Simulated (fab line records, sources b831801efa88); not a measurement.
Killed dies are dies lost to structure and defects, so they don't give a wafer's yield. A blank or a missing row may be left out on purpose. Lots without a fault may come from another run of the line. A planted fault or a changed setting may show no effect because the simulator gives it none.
Which tool did it? | flow gf180mcu | 13 lots, 39 wafers sampled, at 2 steps of a route of 602

WHAT THE GAUGES READ, wafer by wafer
GF_V4_THK_MEAS_25: measures by xrf. Usual: V4_W_THK 360 nm, standard deviation 7.
lot  | measured     | on            | V4_W_THK (nm) | flag
L139 | day 24 09:12 | film_metro-03 | 362 362 360   |
L140 | day 24 19:35 | film_metro-01 | 361 368 370   |
L142 | day 25 11:26 | film_metro-01 | 363 360 358   |
L143 | day 25 23:02 | film_metro-01 | 347 350 352   |
L144 | day 26 03:01 | film_metro-03 | 370 367 361   |
L149 | day 28 03:17 | film_metro-02 | 351 356 357   |
L151 | day 28 12:31 | film_metro-01 | 355 358 357   |
L152 | day 28 22:16 | film_metro-03 | 364 368 361   |
L153 | day 29 05:09 | film_metro-01 | 358 355 355   |
L154 | day 29 14:46 | film_metro-02 | 358 362 359   |
L157 | day 30 04:20 | film_metro-03 | 366 366 368   |
L161 | day 31 03:25 | film_metro-01 | 355 348 349   |
L162 | day 31 09:39 | film_metro-02 | 369 363 359   |

WHICH TOOL RAN EACH LOT (tool, then ch and the chambers of the sampled wafers, then the start)
lot  | GF_HV_LDD_STRIP_49
L139 | plasma_asher-04 ch 0,1, day 12 05:59
L140 | plasma_asher-04 ch 0,1, day 12 15:58
L142 | plasma_asher-04 ch 0,1, day 13 06:46
L143 | plasma_asher-03 ch 0,1, day 13 18:19
L144 | plasma_asher-02 ch 1, day 14 00:55
L149 | plasma_asher-04 ch 0,1, day 16 00:43
L151 | plasma_asher-04 ch 0,1, day 16 13:10
L152 | plasma_asher-04 ch 0,1, day 16 22:42
L153 | plasma_asher-02 ch 0,1, day 17 06:19
L154 | plasma_asher-02 ch 0, day 17 20:40
L157 | plasma_asher-03 ch 0,1, day 18 09:43
L161 | plasma_asher-04 ch 0,1, day 19 18:28
L162 | plasma_asher-04 ch 0,1, day 20 04:22
- GF_HV_LDD_STRIP_49: strips in O2/N2.

WHAT THE TOOLS THEMSELVES READ (means of the sampled wafers that have a number; where no wafer has one, the mark that the record gives instead)
GF_HV_LDD_STRIP_49. Usual: chamber_pressure_mTorr 1499.9 mTorr, standard deviation 1.3; drypump_motor_current_A 6.0 A, standard deviation 0.35; heater_power_w 348 W, standard deviation 31; oes_product_au 0.715 a.u., standard deviation 0.0045; strip_time_to_endpoint_s 12.63 s, standard deviation 0.032.
lot  | tool            | chamber_pressure_mTorr (mTorr) | drypump_motor_current_A (A) | heater_power_w (W) | oes_product_au (a.u.) | strip_time_to_endpoint_s (s) | flag
L139 | plasma_asher-04 | 1499.6                         | 5.9                         | 341                | 0.715                 | 12.63                        |
L140 | plasma_asher-04 | 1500.6                         | 5.9                         | 347                | 0.718                 | 12.62                        |
L142 | plasma_asher-04 | 1498.6                         | 6.1                         | 372                | 0.715                 | 12.65                        |
L143 | plasma_asher-03 | 1499.9                         | 5.6                         | 354                | 0.715                 | 12.62                        |
L144 | plasma_asher-02 | 1501.8                         | 6.7                         | 304                | 0.714                 | 12.61                        |
L149 | plasma_asher-04 | 1500.4                         | 6.1                         | 367                | 0.716                 | 12.63                        |
L151 | plasma_asher-04 | 1499.5                         | 6.1                         | 365                | 0.716                 | 12.61                        |
L152 | plasma_asher-04 | 1500.4                         | 5.9                         | 343                | 0.718                 | 12.61                        |
L153 | plasma_asher-02 | 1500.2                         | 6.4                         | 322                | 0.718                 | 12.62                        |
L154 | plasma_asher-02 | 1500.5                         | 5.8                         | 350                | 0.719                 | 12.66                        |
L157 | plasma_asher-03 | 1499.1                         | 5.4                         | 336                | 0.712                 | 12.64                        |
L161 | plasma_asher-04 | 1500.1                         | 6.1                         | 370                | 0.717                 | 12.63                        |
L162 | plasma_asher-04 | 1499.8                         | 5.9                         | 349                | 0.715                 | 12.60                        |

THE ANSWER, worked out from the rows above alone
Rule: a lot is off if the mean of its wafers that have a number lies more than 3 standard deviations from the usual mean. A lot without any number at a reading at which 4 lots or more have one is off too. The other lots that the step has rows for count as sound. The gauges are gone through in route order, then the tools' own readings, and for those a lot's mean is taken as printed above. The first step at which some lot is off is used, and at that step the reading that is off furthest; a lot without a number counts as furthest.
No lot is off at any reading shown: from this, nothing can be told.

WHAT THE SIMULATOR HAD PUT IN
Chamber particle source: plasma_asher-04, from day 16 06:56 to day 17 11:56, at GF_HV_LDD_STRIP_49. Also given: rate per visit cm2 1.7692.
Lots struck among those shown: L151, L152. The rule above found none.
